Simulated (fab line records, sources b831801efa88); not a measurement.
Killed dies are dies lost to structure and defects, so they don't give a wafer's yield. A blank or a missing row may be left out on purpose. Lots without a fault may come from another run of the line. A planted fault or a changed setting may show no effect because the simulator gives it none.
Which tool did it? | flow sky130 | 11 lots, 33 wafers sampled, at 5 steps of a route of 708

WHAT THE GAUGES READ, wafer by wafer
SKY_FIELD_ISO_THK_MEAS_04.
lot  | measured    | on            | FIELD_ISO_CVD_03_THK (nm)
L995 | day 1 13:29 | film_metro-01 | 166.2 165.9 165.1
L996 | day 1 19:58 | film_metro-01 | 165.4 164.3 165.9
L997 | day 1 23:29 | film_metro-01 | 164.9 164.7 163.4
L100 | day 2 16:06 | film_metro-01 | 166.2 164.0 163.9
L102 | day 3 06:37 | film_metro-02 | 164.2 165.2 163.0
L103 | day 3 06:38 | film_metro-03 | 163.5 163.4 164.1
L107 | day 4 01:36 | film_metro-03 | 164.5 163.2 164.3
L108 | day 4 09:36 | film_metro-01 | 166.0 167.3 167.2
L112 | day 5 04:23 | film_metro-02 | 165.4 165.3 165.2
L117 | day 6 03:30 | film_metro-01 | 163.0 162.8 163.2
L118 | day 6 09:19 | film_metro-03 | 164.9 165.3 165.3

SKY_NWELL_OVL_MEAS_10.
lot  | measured     | on         | NWELL_00_OVL (nm)
L995 | day 4 11:29  | overlay-01 | 2.5 1.5 4.0
L996 | day 4 18:02  | overlay-02 | 0.8 3.8 0.5
L997 | day 5 02:17  | overlay-02 | 0.4 -2.0 -1.6
L100 | day 5 18:47  | overlay-02 | 1.4 0.2 0.1
L102 | day 6 14:02  | overlay-02 | -0.9 -0.2 -1.2
L103 | day 6 13:32  | overlay-02 | 1.4 1.2 -0.5
L107 | day 7 10:14  | overlay-02 | -3.3 -1.6 -4.4
L108 | day 7 18:47  | overlay-01 | - - -
L112 | day 8 15:41  | overlay-01 | 0.8 1.1 -1.1
L117 | day 9 21:16  | overlay-02 | -1.0 -0.1 0.5
L118 | day 10 13:22 | overlay-01 | 1.7 1.4 2.4

SKY_NWELL_TW_MEAS_15.
lot  | measured     | on            | NWELL_TW
L995 | day 4 12:05  | film_metro-04 | 1789 1790 1802
L996 | day 4 18:37  | film_metro-01 | 1810 1809 1813
L997 | day 5 02:52  | film_metro-04 | 1806 1809 1808
L100 | day 5 19:22  | film_metro-02 | 1846 1831 1836
L102 | day 6 14:37  | film_metro-01 | 1816 1807 1813
L103 | day 6 14:08  | film_metro-04 | 1789 1781 1788
L107 | day 7 10:49  | film_metro-01 | 1812 1817 1818
L108 | day 7 19:22  | film_metro-04 | 29 30 30
L112 | day 8 16:17  | film_metro-02 | 1832 1825 1819
L117 | day 9 23:01  | film_metro-01 | 1824 1825 1818
L118 | day 10 13:57 | film_metro-04 | 1787 1790 1795

WHICH TOOL RAN EACH LOT (tool, then ch and the chambers of the sampled wafers, then the start)
lot  | SKY_FIELD_ISO_STRIP_16              | SKY_NWELL_EXPOSE_07
L995 | plasma_asher-03 ch 0,1, day 2 03:44 | iline_stepper-02 ch 0, day 4 03:42
L996 | plasma_asher-03 ch 0,1, day 2 10:29 | iline_stepper-01 ch 0, day 4 09:55
L997 | plasma_asher-04 ch 0,1, day 2 13:55 | iline_stepper-02 ch 0, day 4 17:28
L100 | plasma_asher-01 ch 0,1, day 3 08:40 | iline_stepper-01 ch 0, day 5 10:01
L102 | plasma_asher-04 ch 0,1, day 3 23:19 | iline_stepper-01 ch 0, day 6 04:55
L103 | plasma_asher-03 ch 0,1, day 3 23:19 | iline_stepper-02 ch 0, day 6 04:39
L107 | plasma_asher-01 ch 0,1, day 4 18:36 | iline_stepper-02 ch 0, day 7 00:56
L108 | plasma_asher-03 ch 0,1, day 5 03:13 | iline_stepper-02 ch 0, day 7 09:02
L112 | plasma_asher-01 ch 1, day 5 22:26   | iline_stepper-01 ch 0, day 8 05:04
L117 | plasma_asher-03 ch 0,1, day 6 22:49 | iline_stepper-01 ch 0, day 9 12:52
L118 | plasma_asher-04 ch 0,1, day 7 04:40 | iline_stepper-02 ch 0, day 10 01:01
- SKY_FIELD_ISO_STRIP_16: strips in O2/N2.
- SKY_NWELL_EXPOSE_07: exposes mask NWM, target cd 840 nm.

WHAT THE TOOLS THEMSELVES READ (means of the sampled wafers that have a number; where no wafer has one, the mark that the record gives instead)
SKY_FIELD_ISO_STRIP_16.
lot  | tool            | drypump_motor_current_A (A) | o2_flow_sccm (sccm) | oes_product_au (a.u.) | strip_time_to_endpoint_s (s)
L995 | plasma_asher-03 | 5.4                         | 2987                | 0.381                 | 3.58
L996 | plasma_asher-03 | 5.4                         | 3005                | 0.379                 | 3.56
L997 | plasma_asher-04 | 5.5                         | 3002                | 0.378                 | 3.57
L100 | plasma_asher-01 | 5.8                         | 2995                | 0.380                 | 3.54
L102 | plasma_asher-04 | 5.5                         | 2995                | 0.376                 | 3.60
L103 | plasma_asher-03 | 5.5                         | 2999                | 0.378                 | 3.63
L107 | plasma_asher-01 | 5.9                         | 2996                | 0.379                 | 3.61
L108 | plasma_asher-03 | 5.4                         | 2998                | 0.380                 | 3.54
L112 | plasma_asher-01 | 6.1                         | 2996                | 0.378                 | 3.54
L117 | plasma_asher-03 | 5.4                         | 2999                | 0.385                 | 3.59
L118 | plasma_asher-04 | 5.5                         | 3002                | 0.374                 | 3.57

THE ANSWER, worked out from the rows above alone
Rule: what is usual is taken from the lots themselves. Put in order of their means at a reading, lots are off if they are a third of the lots or fewer, leave a main group of 4 or more, and stand apart from it by a gap of 3 or more times the standard deviation of the main group's means; of several such gaps the widest counts. A main group whose means are all the same, to the digits that the tables above print for the reading, isn't used. A lot without any number at a reading at which 4 lots or more have one is off too. The other lots that the step has rows for count as sound. The gauges are gone through in route order, then the tools' own readings, and for those a lot's mean is taken as printed above. The first step at which some lot is off is used, and at that step the reading that is off furthest; a lot without a number counts as furthest.
Off: L108, at SKY_NWELL_OVL_MEAS_10 (NWELL_00_OVL). Without a number there: L108. The main group: mean 0.3 nm, standard deviation 1.6.
A tool fits if, at a process step before that reading, it ran every lot that is off, and no sound lot after the first of them. The gauges at SKY_NWELL_OVL_MEAS_10 aren't tried: what is off there is off at SKY_NWELL_TW_MEAS_15 too, on other tools, and a gauge's error can't cause that. None of those tried fits.

WHAT THE SIMULATOR HAD PUT IN
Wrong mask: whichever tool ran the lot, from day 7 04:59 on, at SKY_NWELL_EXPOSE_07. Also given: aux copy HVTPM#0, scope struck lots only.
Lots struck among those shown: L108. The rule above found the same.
